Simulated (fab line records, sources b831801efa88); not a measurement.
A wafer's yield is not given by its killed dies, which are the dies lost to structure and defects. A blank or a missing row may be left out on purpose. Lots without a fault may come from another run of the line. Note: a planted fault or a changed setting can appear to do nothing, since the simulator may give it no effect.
Which tool was responsible? | flow gf180mcu | Sampling: 15 lots, 45 wafers, 5 of 602 route steps

## WHAT THE GAUGES SHOWED, per wafer
GF_STI_THK_MEAS_30. Usual: STI_OXIDATION_02_THK 9.90 nm, standard deviation 0.22.
lot  | measured    | on            | STI_OXIDATION_02_THK (nm) | flag
L378 | day 2 13:55 | film metro-01 | 10.04 10.08 9.86          |
L379 | day 2 18:57 | film metro-02 | 9.63 9.84 9.83            |
L380 | day 2 21:52 | film metro-03 | 10.14 10.16 9.84          |
L381 | day 3 04:34 | film metro-03 | 10.00 9.92 9.91           |
L382 | day 3 11:19 | film metro-02 | 10.08 10.06 10.10         |
L383 | day 3 17:52 | film metro-03 | 10.01 10.17 10.31         |
L385 | day 4 02:37 | film metro-02 | 9.47 9.54 9.45            |
L386 | day 4 05:47 | film metro-02 | 9.88 9.95 9.90            |
L387 | day 4 10:24 | film metro-02 | 10.04 9.99 9.94           |
L388 | day 4 18:42 | film metro-02 | 9.77 9.90 9.80            |
L390 | day 5 03:16 | film metro-03 | 10.30 10.41 10.31         |
L391 | day 5 07:49 | film metro-02 | 10.02 10.02 10.03         |
L392 | day 5 11:29 | film metro-01 | 9.54 9.56 9.71            |
L399 | day 7 00:21 | film metro-01 | 10.06 10.11 9.98          |
L400 | day 7 07:09 | film metro-02 | 9.64 9.86 9.65            |

GF_LVPWELL_TW_MEAS_11. Usual: LVPWELL_TW 553, standard deviation 3.1.
lot  | measured    | on            | LVPWELL_TW  | flag
L378 | day 4 03:34 | film metro-01 | 551 554 553 |
L379 | day 4 09:18 | film metro-04 | 552 555 558 |
L380 | day 4 11:25 | film metro-04 | 554 555 555 |
L381 | day 4 19:22 | film metro-01 | 552 553 554 |
L382 | day 5 03:09 | film metro-04 | 551 548 552 |
L383 | day 5 11:16 | film metro-01 | 550 547 550 |
L385 | day 5 19:52 | film metro-04 | 553 551 553 |
L386 | day 5 23:40 | film metro-03 | 555 558 554 |
L387 | day 6 04:19 | film metro-04 | 552 552 552 |
L388 | day 6 13:46 | film metro-03 | 558 556 558 |
L390 | day 6 23:51 | film metro-01 | 337 336 336 | OFF
L391 | day 7 04:57 | film metro-04 | 335 336 336 | OFF
L392 | day 7 09:04 | film metro-04 | 335 336 335 | OFF
L399 | day 9 01:04 | film metro-01 | 550 551 552 |
L400 | day 9 07:51 | film metro-04 | 555 556 557 |

GF_VT_IMPLANT_RS_MEAS_48: a four-point-probe measurement. Usual: LVPWELL_RS 1197 ohm/sq, standard deviation 3.
lot  | measured     | on            | LVPWELL_RS (ohm/sq) | flag
L378 | day 7 17:13  | film metro-01 | 1196 1198 1198      |
L379 | day 8 02:27  | film metro-04 | 1201 1198 1200      |
L380 | day 8 05:55  | film metro-04 | 1202 1197 1202      |
L381 | day 8 15:18  | film metro-03 | 1196 1198 1199      |
L382 | day 8 23:44  | film metro-04 | 1193 1199 1195      |
L383 | day 9 10:04  | film metro-01 | 1197 1198 1197      |
L385 | day 9 19:56  | film metro-03 | 1191 1191 1193      |
L386 | day 10 00:11 | film metro-04 | 1197 1198 1200      |
L387 | day 10 05:26 | film metro-03 | 1197 1198 1196      |
L388 | day 10 16:36 | film metro-01 | 1194 1197 1196      |
L390 | day 11 06:32 | film metro-01 | 3824 3828 3835      | OFF
L391 | day 11 11:06 | film metro-03 | 3819 3829 3824      | OFF
L392 | day 11 17:57 | film metro-03 | 3823 3823 3813      | OFF
L399 | day 13 19:28 | film metro-03 | 1198 1196 1198      |
L400 | day 14 04:28 | film metro-01 | 1195 1192 1191      |

## WHICH TOOL RAN EACH LOT (tool, then ch and the chambers of the sampled wafers, then the start)
lot  | GF_STI_STRIP_15                     | GF_LVPWELL_IMPLANT_08
L378 | plasma asher-04 ch 0,1, day 2 09:01 | implanter-04 ch 0, day 4 03:11
L379 | plasma asher-04 ch 0,1, day 2 11:52 | implanter-03 ch 0, day 4 08:54
L380 | plasma asher-04 ch 0,1, day 2 17:18 | implanter-03 ch 0, day 4 11:02
L381 | plasma asher-01 ch 0,1, day 2 21:34 | implanter-04 ch 0, day 4 18:58
L382 | plasma asher-01 ch 0,1, day 3 03:22 | implanter-03 ch 0, day 5 02:45
L383 | plasma asher-02 ch 0,1, day 3 08:29 | implanter-01 ch 0, day 5 10:52
L385 | plasma asher-04 ch 0,1, day 3 20:35 | implanter-01 ch 0, day 5 19:29
L386 | plasma asher-04 ch 0,1, day 4 00:41 | implanter-01 ch 0, day 5 23:18
L387 | plasma asher-04 ch 0,1, day 4 04:07 | implanter-01 ch 0, day 6 03:55
L388 | plasma asher-02 ch 0,1, day 4 14:28 | implanter-03 ch 0, day 6 13:23
L390 | plasma asher-01 ch 0, day 4 20:16   | implanter-03, day 6 23:27
L391 | plasma asher-01 ch 0,1, day 5 03:27 | implanter-03, day 7 04:33
L392 | plasma asher-04 ch 0,1, day 5 06:26 | implanter-03, day 7 08:40
L399 | plasma asher-01 ch 0,1, day 6 19:11 | implanter-04 ch 0, day 9 00:40
L400 | plasma asher-04 ch 0,1, day 7 02:44 | implanter-04 ch 0, day 9 07:27
- GF_STI_STRIP_15: strips in O2/N2.
- GF_LVPWELL_IMPLANT_08

## AS READ BY THE TOOLS THEMSELVES (means over the sampled wafers that have a number; for cases with no such wafer, the mark the record gives instead)
GF_STI_STRIP_15. Usual: drypump motor current A 6.09 A, standard deviation 0.24; heater power w 339 W, standard deviation 35; oes product au 0.385 a.u., standard deviation 0.0048; strip time to endpoint s 3.76 s, standard deviation 0.043.
lot  | tool            | drypump motor current A (A) | heater power w (W) | oes product au (a.u.) | strip time to endpoint s (s) | flag
L378 | plasma asher-04 | 6.13                        | 303                | 0.383                 | 3.76                         |
L379 | plasma asher-04 | 6.17                        | 312                | 0.385                 | 3.79                         |
L380 | plasma asher-04 | 6.16                        | 309                | 0.382                 | 3.75                         |
L381 | plasma asher-01 | 6.17                        | 379                | 0.384                 | 3.80                         |
L382 | plasma asher-01 | 6.16                        | 381                | 0.386                 | 3.78                         |
L383 | plasma asher-02 | 6.05                        | 343                | 0.381                 | 3.73                         |
L385 | plasma asher-04 | 6.15                        | 311                | 0.388                 | 3.75                         |
L386 | plasma asher-04 | 6.17                        | 315                | 0.382                 | 3.77                         |
L387 | plasma asher-04 | 6.12                        | 297                | 0.386                 | 3.77                         |
L388 | plasma asher-02 | 6.04                        | 359                | 0.387                 | 3.74                         |
L390 | plasma asher-01 | 6.47                        | 381                | 0.392                 | 3.76                         |
L391 | plasma asher-01 | 5.92                        | 384                | 0.386                 | 3.78                         |
L392 | plasma asher-04 | 6.17                        | 305                | 0.382                 | 3.71                         |
L399 | plasma asher-01 | 6.17                        | 386                | 0.383                 | 3.74                         |
L400 | plasma asher-04 | 6.12                        | 303                | 0.387                 | 3.79                         |

GF_LVPWELL_IMPLANT_08. Usual: beam energy keV 170.00, standard deviation 0.05; beam on s 10.02 s, standard deviation 0.18.
lot  | tool         | beam energy keV | beam on s (s) | flag
L378 | implanter-04 | 169.99          | 10.13         |
L379 | implanter-03 | 170.01          | 10.06         |
L380 | implanter-03 | 169.99          | 9.86          |
L381 | implanter-04 | 169.95          | 9.95          |
L382 | implanter-03 | 169.99          | 10.15         |
L383 | implanter-01 | 169.93          | 9.99          |
L385 | implanter-01 | 170.02          | 10.08         |
L386 | implanter-01 | 169.97          | 10.08         |
L387 | implanter-01 | 169.97          | 10.02         |
L388 | implanter-03 | 170.04          | 10.01         |
L390 | implanter-03 | -               | -             | OFF
L391 | implanter-03 | -               | -             | OFF
L392 | implanter-03 | -               | -             | OFF
L399 | implanter-04 | 169.98          | 10.15         |
L400 | implanter-04 | 169.99          | 10.10         |

## THE ANSWER, worked out from the rows above alone
Rule: a lot counts as off when the mean over its wafers that have a number is more than 3 standard deviations away from the usual mean. A lot without any number at a reading at which 4 lots or more have one is off too. All remaining lots with rows at the step are treated as sound. Order of review: gauges by route order, followed by the tools' own readings, for which a lot's mean as printed above is used. The first step at which some lot is off is used, and at that step the reading that is off furthest; a lot without a number counts as furthest.
Off: at GF_LVPWELL_TW_MEAS_11 (LVPWELL_TW), L390, L391, L392.
If a tool, at a process step before that reading, ran all the lots that are off and no sound lot after the first of them, it fits. The gauges at GF_LVPWELL_TW_MEAS_11 aren't tried: what is off there is off at GF_LVPWELL_IMPLANT_08 too, on other tools, and a gauge's error can't cause that. One fits: implanter-03 at GF_LVPWELL_IMPLANT_08. A fault onset in the window from L388 (day 6 13:23, its last sound lot) to L390 (day 6 23:27, its first lot off) fits.
Blank at GF_LVPWELL_IMPLANT_08 on the lots that are off, where sound lots have numbers: beam energy keV, beam on s.

## WHAT THE SIMULATOR PUT IN
Step skipped in full: implanter-03, at GF_LVPWELL_IMPLANT_08, from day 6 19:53 onward. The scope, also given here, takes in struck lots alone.
Shown lots that were struck: L390, L391, L392. The same result came from the rule above.
